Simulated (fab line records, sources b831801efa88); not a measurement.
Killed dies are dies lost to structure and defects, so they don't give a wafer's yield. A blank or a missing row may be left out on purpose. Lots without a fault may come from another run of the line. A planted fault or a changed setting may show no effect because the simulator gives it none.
One fault seen from 2 desks | flow sky130 | each desk has only its own numbers; what lay behind them comes last

THE METROLOGY DESK
What the gauges read, lot by lot, whatever tool the lot ran on: means of the sampled wafers that have a number. A lot is out of limits, marked OUT, if its mean lies more than 4 standard deviations from the usual mean; the brackets give that distance.
Columns: A = VIA1_HDPCVD_THK at SKY_VIA1_THK_MEAS_01, usual 1036 nm
lot  | first seen here | A
L180 | day 32 15:40    | 1022
L181 | day 33 11:55    | 1027
L183 | day 33 20:58    | 1047
L185 | day 34 09:19    | 1017
L184 | day 34 19:46    | 1039
L191 | day 36 22:59    | 1393 (+30) OUT
L193 | day 37 08:08    | 1390 (+30) OUT
L197 | day 38 07:46    | 1036
L200 | day 38 22:03    | 1036
L201 | day 39 03:31    | 1046
L203 | day 40 07:28    | 1038
This desk's finding: out of limits on L191, L193; first on L191, day 36 22:59 (VIA1_HDPCVD_THK at SKY_VIA1_THK_MEAS_01). In limits: L180, L181, L183, L185, L184, L197, L200, L201, L203.

THE TOOL OWNER'S DESK: hdpcvd-01
The tool's own readings at SKY_VIA1_HDPCVD_00 (deposits SiO2, target thk 1030 nm, time 171.7 s): means of the sampled wafers that have a number, for each lot that ran on this tool. A lot is out of limits, marked OUT, if its mean lies more than 4 standard deviations from the usual mean; the brackets give that distance.
Columns: A = pressure_mtorr at SKY_VIA1_HDPCVD_00, usual 6.000 mTorr; B = sih4_flow_sccm at SKY_VIA1_HDPCVD_00, usual 59.98 sccm
lot  | first seen here | A     | B
L180 | day 32 15:34    | 6.009 | 60.16
L183 | day 33 20:50    | 5.990 | 60.02
L184 | day 34 19:39    | 6.007 | 59.84
L191 | day 36 22:52    | 6.000 | 79.92 (+99 or more) OUT
L193 | day 37 08:01    | 5.994 | 80.16 (+99 or more) OUT
This desk's finding: out of limits on L191, L193; first on L191, day 36 22:52 (sih4_flow_sccm at SKY_VIA1_HDPCVD_00). In limits: L180, L183, L184.

PUT TOGETHER
The tool owner's desk could have raised an alarm at day 36 22:52, on L191, L193.
The metrology desk could have raised an alarm at day 36 22:59, on L191, L193.
Of the lots named, all ran SKY_VIA1_HDPCVD_00 on hdpcvd-01.

WHAT THE SIMULATOR HAD PUT IN
Process parameter drift: hdpcvd-01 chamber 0, from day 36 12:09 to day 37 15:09, at SKY_VIA1_HDPCVD_00. Setting sih4_flow_sccm, moved by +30, from 60. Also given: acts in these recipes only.
Lots struck among those shown: L191, L193.
Hours from the fault's start to each desk's first reading out of limits: the tool owner's desk, 11; the metrology desk, 11.
